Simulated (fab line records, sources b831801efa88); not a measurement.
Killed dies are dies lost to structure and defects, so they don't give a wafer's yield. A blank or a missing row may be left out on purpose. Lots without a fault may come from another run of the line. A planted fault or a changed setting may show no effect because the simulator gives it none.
Which tool did it? | flow gf180mcu | 13 lots, 39 wafers sampled, at 3 steps of a route of 602

WHAT THE GAUGES READ, wafer by wafer
GF_MIM_THK_MEAS_11: measures by xrf. Usual: MIM_ALCU_THK 200.1 nm, standard deviation 2.7.
lot  | measured     | on            | MIM_ALCU_THK (nm) | flag
L125 | day 24 13:17 | film_metro-04 | 203.6 204.4 204.5 |
L126 | day 27 21:08 | film_metro-03 | 200.7 198.9 200.7 |
L128 | day 25 08:15 | film_metro-03 | 202.8 200.5 200.4 |
L129 | day 25 10:28 | film_metro-02 | 203.0 203.1 199.5 |
L130 | day 26 00:08 | film_metro-04 | 195.2 199.0 195.0 |
L132 | day 27 01:07 | film_metro-02 | 204.6 201.6 205.2 |
L135 | day 27 23:08 | film_metro-02 | 199.1 197.5 201.7 |
L137 | day 28 17:16 | film_metro-02 | 201.4 202.4 199.9 |
L139 | day 29 10:59 | film_metro-02 | 198.4 198.6 197.9 |
L141 | day 29 15:30 | film_metro-02 | 201.9 202.2 201.1 |
L142 | day 29 22:51 | film_metro-02 | 203.2 196.6 202.2 |
L143 | day 30 06:12 | film_metro-03 | 196.9 198.4 193.2 |
L147 | day 31 05:01 | film_metro-02 | 193.9 196.7 197.3 |

WHICH TOOL RAN EACH LOT (tool, then ch and the chambers of the sampled wafers, then the start)
lot  | GF_POLY_GATE_ETCH_13             | GF_MIM_SPUTTER_03
L125 | rie_si-01 ch 0,1,3, day 9 09:13  | pvd_sputter-04, day 24 12:53
L126 | rie_si-02 ch 0,1,3, day 9 09:55  | pvd_sputter-02, day 27 20:46
L128 | rie_si-02 ch 2,3, day 9 20:34    | pvd_sputter-04, day 25 07:52
L129 | rie_si-01 ch 1,3, day 10 02:04   | pvd_sputter-04, day 25 10:05
L130 | rie_si-02 ch 0,1,2, day 10 14:25 | pvd_sputter-02, day 25 23:45
L132 | rie_si-02 ch 0,1,2, day 11 10:55 | pvd_sputter-01, day 27 00:43
L135 | rie_si-02 ch 1,2, day 12 10:19   | pvd_sputter-04, day 27 22:45
L137 | rie_si-01 ch 2,3, day 13 03:13   | pvd_sputter-02, day 28 16:52
L139 | rie_si-01 ch 0,1,2, day 13 16:43 | pvd_sputter-01, day 29 10:37
L141 | rie_si-02 ch 0,2,3, day 14 01:28 | pvd_sputter-01, day 29 15:08
L142 | rie_si-02 ch 1,2,3, day 14 08:52 | pvd_sputter-02, day 29 22:28
L143 | rie_si-02 ch 1,2,3, day 14 16:13 | pvd_sputter-02, day 30 05:49
L147 | rie_si-01 ch 0,3, day 15 21:43   | pvd_sputter-02, day 31 04:37
- GF_POLY_GATE_ETCH_13: etches poly-Si in HBr/Cl2, stops on SiO2, target depth 198.5 nm, time 69.6 s.
- GF_MIM_SPUTTER_03: material Ti, target thk 10 nm, time 6.7 s.

WHAT THE TOOLS THEMSELVES READ (means of the sampled wafers that have a number; where no wafer has one, the mark that the record gives instead)
GF_POLY_GATE_ETCH_13. Usual: drypump_motor_current_A 5.6 A, standard deviation 0.35; oes_product_au 0.989 a.u., standard deviation 0.0065; throttle_valve_pct 33.684 %, standard deviation 0.0089.
lot  | tool      | drypump_motor_current_A (A) | oes_product_au (a.u.) | throttle_valve_pct (%) | flag
L125 | rie_si-01 | 5.4                         | 0.985                 | 33.680                 |
L126 | rie_si-02 | 5.6                         | 0.990                 | 33.682                 |
L128 | rie_si-02 | 5.5                         | 0.988                 | 33.690                 |
L129 | rie_si-01 | 5.1                         | 0.991                 | 33.684                 |
L130 | rie_si-02 | 5.6                         | 0.987                 | 33.687                 |
L132 | rie_si-02 | 5.6                         | 0.982                 | 33.692                 |
L135 | rie_si-02 | 5.5                         | 0.988                 | 33.685                 |
L137 | rie_si-01 | 5.9                         | 0.991                 | 33.680                 |
L139 | rie_si-01 | 5.5                         | 0.985                 | 33.677                 |
L141 | rie_si-02 | 5.6                         | 0.989                 | 33.690                 |
L142 | rie_si-02 | 5.4                         | 0.988                 | 33.695                 |
L143 | rie_si-02 | 5.4                         | 0.989                 | 33.679                 |
L147 | rie_si-01 | 5.7                         | 0.991                 | 33.671                 |

GF_MIM_SPUTTER_03. Usual: cathode_dc_power_W 3000.0 W, standard deviation 0.59; throttle_valve_pct 30.4 %, standard deviation 0.96.
lot  | tool           | cathode_dc_power_W (W) | throttle_valve_pct (%) | flag
L125 | pvd_sputter-04 | 3000.2                 | 29.9                   |
L126 | pvd_sputter-02 | 2999.9                 | 30.6                   |
L128 | pvd_sputter-04 | 3000.3                 | 29.2                   |
L129 | pvd_sputter-04 | 3000.3                 | 30.6                   |
L130 | pvd_sputter-02 | 3000.1                 | 30.8                   |
L132 | pvd_sputter-01 | 2999.8                 | 30.1                   |
L135 | pvd_sputter-04 | 3000.0                 | 30.5                   |
L137 | pvd_sputter-02 | 3000.1                 | 30.7                   |
L139 | pvd_sputter-01 | 3000.3                 | 29.2                   |
L141 | pvd_sputter-01 | 3000.3                 | 30.5                   |
L142 | pvd_sputter-02 | 2999.3                 | 30.8                   |
L143 | pvd_sputter-02 | 2999.6                 | 30.7                   |
L147 | pvd_sputter-02 | 3000.3                 | 30.8                   |

THE ANSWER, worked out from the rows above alone
Rule: a lot is off if the mean of its wafers that have a number lies more than 3 standard deviations from the usual mean. A lot without any number at a reading at which 4 lots or more have one is off too. The other lots that the step has rows for count as sound. The gauges are gone through in route order, then the tools' own readings, and for those a lot's mean is taken as printed above. The first step at which some lot is off is used, and at that step the reading that is off furthest; a lot without a number counts as furthest.
No lot is off at any reading shown: from this, nothing can be told.

WHAT THE SIMULATOR HAD PUT IN
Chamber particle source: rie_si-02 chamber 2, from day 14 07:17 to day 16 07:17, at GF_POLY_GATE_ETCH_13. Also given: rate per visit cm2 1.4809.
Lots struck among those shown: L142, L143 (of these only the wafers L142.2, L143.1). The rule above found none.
